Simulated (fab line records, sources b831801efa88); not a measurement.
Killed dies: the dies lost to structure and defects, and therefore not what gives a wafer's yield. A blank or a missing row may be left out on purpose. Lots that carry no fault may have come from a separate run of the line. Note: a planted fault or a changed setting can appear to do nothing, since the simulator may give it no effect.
8D (eight disciplines) problem report, filled in by code -- flow gf180mcu -- the parts of the form that need people (team, actions taken, sign-off) are left out

## 1. WHAT WENT WRONG
Mean SAB_CVD_00_THK at GF_SAB_THK_MEAS_01: 75.1 nm over 2 wafers in 2 lots; fault-free wafers: 49.8 nm, standard deviation 0.62. Measured from the usual mean, that is +41 standard deviations.
The first sign was on wafer L119.3 at day 16 00:34, on filmMetro-01. Wafers with a number at this step in the record: 37, from 13 lots. The rule behind "out" and "out of limits": a value lying over 4 standard deviations away from the usual mean. The other wafers with a number count as sound.

## 2. WHAT IT IS, AND WHAT IT ISN'T
question,is,is not
which readings at this step,SAB_CVD_00_THK,-
which lots,"L119, L122","L114, L116, L117, L129, L130, L131, L132, L134, L135, L136, L137"
which wafers of those lots,"L119.3, L122.4","L119.1, L122.1"
read on which gauges,filmMetro-01,"filmMetro-02, filmMetro-04"
when,from day 16 00:34,"up to then (10 sound wafers); but 25 sound wafers of L122, L129, L130, L131, L132, L134, L135, L136, L137 came after"

## 3. THE SUSPECTS, EACH WITH WHAT RULES IT OUT
Counting: a tool at a process step up to the reading stays a suspect if it ran every lot that is out. Sound lots after the first of them don't rule it out here, since some wafers of a struck lot are sound.
- the gauge at GF_SAB_THK_MEAS_01: kept. All the wafers that are out were read on filmMetro-01, and no step on other tools shows them out.
- rtpAnneal-01 at GF_PSD_RTA_13 (time 20 s): kept. Ran every lot that is out, first one L119 (day 16 00:14); last sound lot up to then L117 (day 15 11:37).
- pecvd-02 at GF_SAB_CVD_00 (deposits SiO2 from TEOS, target thk 50 nm, time 4.9302 s): kept. Ran every lot that is out, first one L119 (day 16 00:33); last sound lot up to then L114 (day 14 06:18).
- Within pecvd-02 at GF_SAB_CVD_00: the wafers that are out ran in chambers 0, 1; their sound lot-mates ran in chamber 2.
rtpAnneal-01 at GF_PSD_RTA_13, pecvd-02 at GF_SAB_CVD_00 and filmMetro-01 at GF_SAB_THK_MEAS_01 are what is left after counting.

## 4. THE CAUSE (what the simulator had put in)
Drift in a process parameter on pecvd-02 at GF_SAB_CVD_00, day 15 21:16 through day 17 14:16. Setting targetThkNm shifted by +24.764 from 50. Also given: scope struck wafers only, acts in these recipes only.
3 suspects survive the count, and this tool is in that group.

## 5. SEQUENCE OF EFFECTS, ordered by route
Each row: a reading whose mean over the struck wafers that have a number lies more than 3 standard deviations from the usual. Only readings whose record carries a usual standard deviation are examined. hours: median over the lots of the time between each lot's start at the first step of this table that gives one and its start at this step. sigmas: the change, counted in usual standard deviations.
hours,step,reading,usual,on struck wafers,change,sigmas
0,GF_SAB_THK_MEAS_01,SAB_CVD_00_THK,49.8 nm,75.1,+25.3,+41

## 6. WHAT WOULD HAVE CAUGHT IT SOONER
In this record the first reading out of limits at a measuring or inspecting step was taken at day 16 00:34, 3 hours after the fault began at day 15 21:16.
No tool reading at GF_SAB_CVD_00 that has a usual standard deviation in the record was out on any struck wafer, so an alarm limit of 4 standard deviations on those readings would not have fired.
Lots out: 2; of these, L122 started GF_SAB_CVD_00 on pecvd-02 after day 16 00:34. Putting the tool on hold at that point would have spared it.
